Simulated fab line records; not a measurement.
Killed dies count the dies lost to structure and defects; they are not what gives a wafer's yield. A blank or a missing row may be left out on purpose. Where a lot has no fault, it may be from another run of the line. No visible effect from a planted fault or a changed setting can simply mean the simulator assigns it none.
Chamber matching || flow sky130 || cmp-01 running SKY_VIA4_CMP_21: 4 sister chambers
The step polishes, stops on SiO2, t overpolish 25 s, target thk 0 nm. 7 wafers are shown with their chamber, then 7 later ones without.

== WAFERS, EACH WITH ITS CHAMBER ==
{"wafer": "L377.6", "chamber": 2, "motor_current_A (A)": 11.9, "time_to_endpoint_s (s)": 120}
{"wafer": "L378.6", "chamber": 2, "motor_current_A (A)": 12.4, "time_to_endpoint_s (s)": 119}
{"wafer": "L381.6", "chamber": 0, "motor_current_A (A)": 12.1, "time_to_endpoint_s (s)": 128}
{"wafer": "L391.2", "chamber": 1, "motor_current_A (A)": 11.2, "time_to_endpoint_s (s)": 124}
{"wafer": "L391.6", "chamber": 3, "motor_current_A (A)": 14.2, "time_to_endpoint_s (s)": 125}
{"wafer": "L392.1", "chamber": 1, "motor_current_A (A)": 11.5, "time_to_endpoint_s (s)": 128}
{"wafer": "L392.2", "chamber": 3, "motor_current_A (A)": 14.4, "time_to_endpoint_s (s)": 129}

== WAFERS WHOSE CHAMBER IS MISSING ==
{"wafer": "L392.3", "motor_current_A (A)": 11.7, "time_to_endpoint_s (s)": 125}
{"wafer": "L394.1", "motor_current_A (A)": 12.4, "time_to_endpoint_s (s)": 128}
{"wafer": "L394.3", "motor_current_A (A)": 11.5, "time_to_endpoint_s (s)": 128}
{"wafer": "L394.4", "motor_current_A (A)": 14.2, "time_to_endpoint_s (s)": 120}
{"wafer": "L398.1", "motor_current_A (A)": 12.2, "time_to_endpoint_s (s)": 124}
{"wafer": "L398.4", "motor_current_A (A)": 11.2, "time_to_endpoint_s (s)": 131}
{"wafer": "L398.6", "motor_current_A (A)": 11.9, "time_to_endpoint_s (s)": 121}

== WHICH CHAMBER EACH ONE RAN IN ==
{"wafer": "L392.3", "from the rows above": "can't be placed: 1 or 0 or 2", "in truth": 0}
{"wafer": "L394.1", "from the rows above": 0, "in truth": 0}
{"wafer": "L394.3", "from the rows above": "can't be placed: 1 or 0", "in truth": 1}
{"wafer": "L394.4", "from the rows above": 3, "in truth": 3}
{"wafer": "L398.1", "from the rows above": "can't be placed: 0 or 2 or 1", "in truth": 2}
{"wafer": "L398.4", "from the rows above": "can't be placed: 1 or 0", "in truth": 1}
{"wafer": "L398.6", "from the rows above": "can't be placed: 2 or 1 or 0", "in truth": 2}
Correctly placed: 2 of 7. From these rows, 5 cannot be placed; in 5 the true chamber is one of the candidates. 0 placed wrongly.
How it was worked out, from the rows above alone: a wafer's distance from a chamber is the root of the sum, over the readings, of the square of ((its reading less the chamber's mean) divided by the reading's scatter). The wafer belongs to the nearest chamber; if the next one is less than 2 further off, it can't be placed. For every chamber, the mean is computed from those of its wafers that are shown. The scatter: take each reading less its chamber's mean, square it, sum over the shown wafers, divide by the number of wafers less the number of chambers, and take the root.
